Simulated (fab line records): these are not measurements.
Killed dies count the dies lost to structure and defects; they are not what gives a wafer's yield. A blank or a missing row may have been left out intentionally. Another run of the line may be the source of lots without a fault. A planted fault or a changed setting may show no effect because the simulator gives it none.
A lot that was struck, set against a sound lot / flow gf180mcu / 15 out of 602 route steps
Sound: wafers L724.1, L724.4, L724.5. The struck wafers were L713.1, L713.4, L713.5. The cause comes at the end.
For every step that has rows: the tool of each side, followed by ch and its chambers, followed by its first start. Under that, the readings that differ: sound wafers / struck wafers / difference of the means / sigmas: that difference in standard deviations of wafers without a fault.
alike: a reading whose means differ by less than 2 such deviations, as well as words and numbers matching on both sides. not compared: withheld readings; readings where some wafer has no value; bounds like >300 that might hide an equal value; numbers whose values overlap and for which the record gives no deviation.
Wherever a step has rows on one side only, a row that says differs or no value, or a row with sigmas, the two part there. Numbers that don't overlap but have no deviation are shown without sigmas and don't part them. Lack of a reading on every wafer of one side parts them only where that side has two or more wafers.

first, 7 steps without rows for these wafers: GF_DUAL_GATE_DEHYDRATE_04 (time 60 s); GF_DUAL_GATE_HMDS_05 (prime time 60 s); GF_DUAL_GATE_COAT_06 (resist thk 1000 nm); GF_DUAL_GATE_SOFTBAKE_07 (time 60 s); GF_DUAL_GATE_EXPOSE_08 (exposes mask Dualgate, target cd 700 nm); GF_DUAL_GATE_PEB_09; GF_DUAL_GATE_DEVELOP_10 (develop time 60 s).
GF_DUAL_GATE_OVL_MEAS_11:
  sound on overlay-01, day 12 12:28; struck on overlay-02, day 9 08:28
  alike: DUAL_GATE_OVL
then, 1 step without rows for these wafers: GF_DUAL_GATE_WET_ETCH_12 (etches SiO2 in dHF, target depth 13 nm, time 260 s).
GF_DUAL_GATE_STRIP_13: strips in O2/N2.
  sound on plasmaAsher-03 ch 1, day 12 12:35; struck on plasmaAsher-03 ch 0,1, day 9 08:41
  alike: drypumpMotorCurrentA, heaterPowerW, o2FlowSccm, oesProductAu, stripTimeToEndpointS
  not compared: rfHoursCounterH
then, 2 steps without rows for these wafers: GF_DUAL_GATE_CLEAN_14 (cleans in SC1/SC2, time 150 s); GF_DUAL_GATE_OXIDATION_15 (stabilise 600 s, purge 300 s, target thk 7.098 nm).
GF_POLY_GATE_CVD_00: deposits poly-Si, target thk 200 nm, time 1200 s.
  sound on lpcvd-01 ch 1, day 12 14:28; struck on lpcvd-01 ch 0, day 9 11:26
reading=spikeTcBottomC (C); sound=638 637 639; struck=679 679 677; difference=+40; sigmas=+13
reading=spikeTcCentreC (C); sound=618.4 620.6 617.2; struck=658.5 659.2 657.7; difference=+39.7; sigmas=+33
reading=spikeTcLowerC (C); sound=618.9 620.0 619.8; struck=658.4 658.3 657.0; difference=+38.3; sigmas=+40
reading=spikeTcTopC (C); sound=631 632 632; struck=678 678 678; difference=+46; sigmas=+15
reading=spikeTcUpperC (C); sound=620.3 620.5 620.4; struck=659.4 656.7 657.9; difference=+37.6; sigmas=+25
reading=susceptorTempC (C); sound=620.01 620.01 620.36; struck=657.31 657.69 657.83; difference=+37.48; sigmas=+99 or more
reading=zonePowerBottomPct (%); sound=12.3 12.3 12.4; struck=13.6 13.9 13.6; difference=+1.4; sigmas=+4
reading=model.poly-Si_of_POLY_GATE_CVD_00.thkNm (nm); sound=199.1 197.1 196.3; struck=395.1 397.3 395.5; difference=+198.5; sigmas=
GF_POLY_GATE_THK_MEAS_01:
  sound on filmMetro-01, day 12 16:28; struck on filmMetro-01, day 9 12:59
reading=POLY_GATE_CVD_00_THK (nm); sound=199.0 197.1 196.3; struck=395.1 397.0 395.7; difference=+198.5; sigmas=+99 or more
  not compared: hold
GF_PASSIVATION_PROBE_99:
  sound wafers here have rows in the record (prober-02, day 33 03:21); struck ones have none

== WHERE THEY PART ==
Earliest at GF_POLY_GATE_CVD_00; latest, in this record, at GF_PASSIVATION_PROBE_99.

WHY: the cause the simulator had injected
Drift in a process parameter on lpcvd-01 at GF_POLY_GATE_CVD_00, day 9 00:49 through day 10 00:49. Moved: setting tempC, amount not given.
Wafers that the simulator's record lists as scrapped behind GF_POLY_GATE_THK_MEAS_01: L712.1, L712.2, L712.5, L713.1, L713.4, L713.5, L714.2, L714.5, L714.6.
